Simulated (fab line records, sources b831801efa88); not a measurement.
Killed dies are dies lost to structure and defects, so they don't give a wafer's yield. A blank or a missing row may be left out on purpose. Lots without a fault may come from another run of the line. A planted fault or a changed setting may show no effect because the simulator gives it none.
Tool commonality check | flow sky130 | 14 lots, 42 wafers sampled

WHY IT WAS OPENED
At SKY_LDD_HVN_TW_MEAS_10 the reading LDD_HVN_TW is flagged on 2 of 14 lots. Wafers without a fault read 1439, standard deviation 8.9.
Rule: a lot is flagged when every wafer of it that has a number lies more than 4 standard deviations from that mean, or none has a number. The other lots count as sound.

lot  | measured     | on            | LDD_HVN_TW, wafer by wafer | flag
L918 | day 20 12:01 | film_metro-01 | 1443 1438 1442             |
L920 | day 21 06:01 | film_metro-01 | 1444 1445 1445             |
L921 | day 21 15:23 | film_metro-02 | 1438 1440 1449             |
L922 | day 21 18:35 | film_metro-01 | 1446 1448 1444             |
L923 | day 22 03:25 | film_metro-02 | 1439 1443 1433             |
L925 | day 23 19:11 | film_metro-01 | 1445 1452 1455             |
L926 | day 23 20:04 | film_metro-03 | 1451 1449 1446             |
L927 | day 23 22:26 | film_metro-02 | 1429 1421 1412             |
L929 | day 24 07:14 | film_metro-02 | 1421 1420 1421             |
L928 | day 24 10:20 | film_metro-03 | 1434 1438 1434             |
L931 | day 25 00:20 | film_metro-01 | 1443 1445 1438             |
L932 | day 25 16:04 | film_metro-03 | 1235 1238 1234             | FLAGGED
L933 | day 25 19:52 | film_metro-01 | 1244 1239 1245             | FLAGGED
L935 | day 26 11:07 | film_metro-01 | 1446 1436 1442             |
The numbers of the flagged lots are 1239 on average: -200 against the usual, or -22 standard deviations.

WHICH TOOL RAN EACH LOT
The record holds 1 process step before the reading, out of a route of 708 steps. In each cell: the tool, then ch and the chambers that the sampled wafers went through, then the start.
lot  | flag    | SKY_LDD_HVN_IMPLANT_08
L918 |         | implanter-02 ch 0, day 20 11:46
L920 |         | implanter-02 ch 0, day 21 05:46
L921 |         | implanter-01 ch 0, day 21 15:09
L922 |         | implanter-01 ch 0, day 21 18:22
L923 |         | implanter-02 ch 0, day 22 03:10
L925 |         | implanter-03 ch 0, day 23 18:58
L926 |         | implanter-02 ch 0, day 23 19:50
L927 |         | implanter-02 ch 0, day 23 22:13
L929 |         | implanter-02 ch 0, day 24 07:01
L928 |         | implanter-02 ch 0, day 24 10:07
L931 |         | implanter-03 ch 0, day 25 00:07
L932 | FLAGGED | implanter-03 ch 0, day 25 15:49
L933 | FLAGGED | implanter-03 ch 0, day 25 19:37
L935 |         | implanter-02 ch 0, day 26 10:52
What these steps do:
- SKY_LDD_HVN_IMPLANT_08
- SKY_LDD_HVN_TW_MEAS_10

FLAGGED OVER TOTAL, TOOL BY TOOL (the gauges that took the reading come last)
step                   | tool          | lots run | flagged | share of the flagged lots | sound lots run after its first flagged lot
SKY_LDD_HVN_IMPLANT_08 | implanter-01  | 2        | 0       | none                      | -
SKY_LDD_HVN_IMPLANT_08 | implanter-02  | 8        | 0       | none                      | -
SKY_LDD_HVN_IMPLANT_08 | implanter-03  | 4        | 2       | all                       | 0
SKY_LDD_HVN_TW_MEAS_10 | film_metro-01 | 7        | 1       | some                      | 1 (L935)
SKY_LDD_HVN_TW_MEAS_10 | film_metro-02 | 4        | 0       | none                      | -
SKY_LDD_HVN_TW_MEAS_10 | film_metro-03 | 3        | 1       | some                      | 0

WHAT THE TABLE ALLOWS
1 row of the table ran every flagged lot: implanter-03 at SKY_LDD_HVN_IMPLANT_08.
- implanter-03 at SKY_LDD_HVN_IMPLANT_08: 2 of its 4 lots flagged. Its last sound lot is L931 (day 25 00:07), its first flagged lot L932 (day 25 15:49): a fault that began between those two fits. Its own readings lie more than 4 standard deviations out on every wafer of the flagged lots: dose_ions_cm2, faraday_current_uA.
One tool is left: implanter-03 at SKY_LDD_HVN_IMPLANT_08.

WHAT THE SIMULATOR HAD PUT IN
Process parameter drift: implanter-03, from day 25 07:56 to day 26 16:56, at SKY_LDD_HVN_IMPLANT_08. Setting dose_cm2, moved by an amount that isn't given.
Lots struck among those shown: L932, L933. The rule above found the same.
